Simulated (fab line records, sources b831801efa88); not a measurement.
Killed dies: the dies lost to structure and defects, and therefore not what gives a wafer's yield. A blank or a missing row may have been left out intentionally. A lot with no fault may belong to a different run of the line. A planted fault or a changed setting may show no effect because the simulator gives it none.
A struck lot beside a sound one -- flow sky130 -- 44 out of 708 route steps
Sound: wafers L922.1, L922.4, L922.5. Struck: wafers L930.1, L930.2, L930.5. The cause is given at the end.
At each step with rows: each side's tool, then ch and its chambers, then its first start. Under that, the readings that differ: sound wafers -- struck wafers -- difference of the means -- sigmas: that difference in standard deviations of wafers without a fault.
alike: readings with means less than 2 such deviations apart, plus words and numbers identical on both sides. not compared: withheld readings, readings lacking a value on some wafer, bounds such as >300 that could conceal the same value, and numbers that have no deviation in the record and whose values overlap.
The two part at a step that has a row with sigmas, a row that says differs or no value, or rows on one side only. When numbers do not overlap yet have no deviation, they are printed without sigmas and do not part them. A reading that every wafer of one side lacks parts them only if that side has two wafers or more.

first, 1 step without rows for these wafers: SKY_SONOS_TUNNEL_DEVELOP_06 (develop time 60 s).
SKY_SONOS_TUNNEL_CD_MEAS_07: target cd 410 nm.
  sound on cdSem-02 at day 12 17:19; struck on cdSem-01 at day 15 16:17
  alike: cdNm
SKY_SONOS_TUNNEL_OVL_MEAS_08:
  sound on overlay-01 at day 12 17:26; struck on overlay-01 at day 15 16:25
  alike: SONOS_TUNNEL_OVL
then, 3 steps without rows for these wafers: SKY_SONOS_TUNNEL_IMPLANT_09; SKY_SONOS_TUNNEL_WET_ETCH_10 (etches SiO2 in dHF, target depth 14 nm, time 280 s); SKY_SONOS_TUNNEL_STRIP_11 (strips in SPM, time 600 s).
SKY_SONOS_TUNNEL_TW_MEAS_12:
  sound on filmMetro-04 at day 12 17:54; struck on filmMetro-03 at day 15 16:52
  alike: SONOS_TUNNEL_TW
then, 2 steps without rows for these wafers: SKY_SONOS_TUNNEL_CLEAN_13 (cleans in dHF, time 20 s); SKY_SONOS_ONO_OXIDATION_00 (stabilise 600 s, purge 300 s, target thk 2.6 nm).
SKY_SONOS_ONO_THK_MEAS_01:
  sound on filmMetro-01 at day 12 19:19; struck on filmMetro-04 at day 15 19:34
  alike: SONOS_ONO_OXIDATION_THK
then, 1 step without rows for these wafers: SKY_SONOS_ONO_CVD_02 (deposits Si3N4 from DCS/NH3, target thk 10.5 nm, time 180 s).
SKY_SONOS_ONO_THK_MEAS_03:
  sound on filmMetro-02 at day 12 21:53; struck on filmMetro-01 at day 15 22:40
  alike: SONOS_ONO_CVD_02_THK
SKY_SONOS_ONO_CVD_04: deposits SiO2 from SiH4/N2O, target thk 5.7199 nm.
  sound on lpcvd-03 ch 0, day 12 21:57; struck on lpcvd-03 ch 0, day 15 22:43
reading,sound,struck,difference,sigmas
spikeTcBottomC (C),916.7 915.5 917.5,971.7 971.9 972.9,+55.6,+37
spikeTcCentreC (C),902.1 901.1 902.8,955.6 954.8 954.8,+53.1,+58
spikeTcLowerC (C),898.2 899.5 899.6,952.6 953.2 953.5,+54.0,+57
spikeTcTopC (C),911.9 913.1 914.7,964.7 967.0 967.6,+53.2,+22
spikeTcUpperC (C),899.8 900.7 901.0,952.9 952.2 952.0,+51.9,+37
susceptorTempC (C),900.5 900.1 899.9,953.8 954.1 954.1,+53.8,+99 or more
zonePowerBottomPct (%),25.1 25.2 25.0,28.5 28.4 28.7,+3.4,+5
zonePowerLowerPct (%),18.68 18.80 18.84,21.74 21.30 21.42,+2.71,+14
zonePowerUpperPct (%),14.90 15.20 14.96,17.28 17.40 17.35,+2.32,+13
model.SiO2_of_SONOS_ONO_CVD_04.thkNm (nm),5.69 5.815 5.773,9.032 8.981 9.072,+3.269,
SKY_SONOS_ONO_THK_MEAS_05:
  sound on filmMetro-01 at day 12 23:12; struck on filmMetro-04 at day 15 23:58
reading,sound,struck,difference,sigmas
SONOS_ONO_CVD_04_THK (nm),5.71 5.80 5.75,9.04 8.98 9.04,+3.27,+33
then, 7 steps without rows for these wafers: SKY_SONOS_ONO_DEHYDRATE_06 (time 60 s); SKY_SONOS_ONO_HMDS_07 (prime time 60 s); SKY_SONOS_ONO_COAT_08 (resist thk 1140 nm); SKY_SONOS_ONO_SOFTBAKE_09 (time 60 s); SKY_SONOS_ONO_EXPOSE_10 (exposes mask ONOM, target cd 410 nm); SKY_SONOS_ONO_PEB_11; SKY_SONOS_ONO_DEVELOP_12 (develop time 60 s).
SKY_SONOS_ONO_CD_MEAS_13: target cd 410 nm.
  sound on cdSem-01 at day 13 23:44; struck on cdSem-01 at day 17 03:28
  alike: cdNm
SKY_SONOS_ONO_OVL_MEAS_14:
  sound on overlay-01 at day 13 23:52; struck on overlay-01 at day 17 03:35
  alike: SONOS_ONO_OVL
SKY_SONOS_ONO_ETCH_15: etches the open film in CHF3/O2, target depth 19.52 nm, time 7.8 s.
  sound on rieDiel-04 ch 0,3, day 13 23:54; struck on rieDiel-01 ch 0,1, day 17 03:38
  alike: drypumpMotorCurrentA, oesProductAu, throttleValvePct
  not compared: rfHoursCounterH
then, 1 step without rows for these wafers: SKY_SONOS_ONO_WET_ETCH_16 (etches SiO2 in dHF, target depth 14 nm, time 280 s).
SKY_SONOS_ONO_STRIP_17: strips in O2/N2.
  sound on plasmaAsher-02 ch 1, day 14 00:01; struck on plasmaAsher-03 ch 0,1, day 17 03:44
  alike: drypumpMotorCurrentA, oesProductAu, stripTimeToEndpointS
  not compared: rfHoursCounterH
then, 3 steps without rows for these wafers: SKY_SONOS_ONO_WET_ETCH_18 (etches Si3N4 in H3PO4, target depth 15 nm, time 172 s); SKY_GATE_OXIDE_CLEAN_00 (cleans in SC1/SC2, time 150 s); SKY_GATE_OXIDE_OXIDATION_01 (stabilise 600 s, purge 300 s, target thk 10.268 nm).
SKY_GATE_OXIDE_THK_MEAS_02:
  sound on filmMetro-01 at day 14 03:04; struck on filmMetro-02 at day 17 07:39
reading,sound,struck,difference,sigmas
GATE_OXIDE_OXIDATION_00_THK (nm),10.35 10.33 10.34,9.93 9.98 9.81,-0.43,-3
then, 7 steps without rows for these wafers: SKY_GATE_OXIDE_DEHYDRATE_03 (time 60 s); SKY_GATE_OXIDE_HMDS_04 (prime time 60 s); SKY_GATE_OXIDE_COAT_05 (resist thk 1140 nm); SKY_GATE_OXIDE_SOFTBAKE_06 (time 60 s); SKY_GATE_OXIDE_EXPOSE_07 (exposes mask LVOM, target cd 600 nm); SKY_GATE_OXIDE_PEB_08; SKY_GATE_OXIDE_DEVELOP_09 (develop time 60 s).
SKY_GATE_OXIDE_OVL_MEAS_10:
  sound on overlay-01 at day 15 05:25; struck on overlay-02 at day 18 12:56
  alike: GATE_OXIDE_OVL
then, 2 steps without rows for these wafers: SKY_GATE_OXIDE_IMPLANT_11; SKY_GATE_OXIDE_WET_ETCH_12 (etches SiO2 in dHF, target depth 16.8 nm, time 336 s).
SKY_GATE_OXIDE_STRIP_13: strips in O2/N2.
  sound on plasmaAsher-03 ch 0,1, day 15 05:43; struck on plasmaAsher-01 ch 0,1, day 18 13:14
  alike: drypumpMotorCurrentA, oesProductAu, stripTimeToEndpointS
  not compared: rfHoursCounterH
SKY_GATE_OXIDE_TW_MEAS_14:
  sound on filmMetro-03 at day 15 05:49; struck on filmMetro-01 at day 18 13:20
reading,sound,struck,difference,sigmas
GATE_OXIDE_TW,222.7 222.1 222.5,225.9 226.4 226.3,+3.8,+3
SKY_GATE_OXIDE_CLEAN_15: cleans in SC1/SC2, time 150 s.
  sound on wetBench-01 ch 3, day 15 05:52; struck on wetBench-04 ch 2, day 18 13:23
reading,sound,struck,difference,sigmas
model.SiO2_of_SONOS_ONO_CVD_04.thkNm (nm),4.175 4.298 4.259,7.513 7.459 7.555,+3.265,
-- record jumps: 31 days separate the struck wafers' starts on either side; left off in module GATE_OXIDE, taken up again in module PAD_OPEN, whose first shown step is the route's number 708 --
SKY_PAD_OPEN_PROBE_99:
  sound on prober-02 at day 47 08:08; struck on prober-01 at day 49 08:05
  alike: killed_at_M0_to_M3, killed_at_M4_up, killedAtContacts, killedAtFrontEnd, killedAtOther, killedDies, killedOpen, killedShort

WHERE THEY PART
Last at SKY_GATE_OXIDE_TW_MEAS_14 as far as this record goes, first at SKY_SONOS_ONO_CVD_04. Later steps at which nothing parts them and some readings are alike: SKY_PAD_OPEN_PROBE_99.

WHY: what the simulator had put in
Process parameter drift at SKY_SONOS_ONO_CVD_04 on lpcvd-03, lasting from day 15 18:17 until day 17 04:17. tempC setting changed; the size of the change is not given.
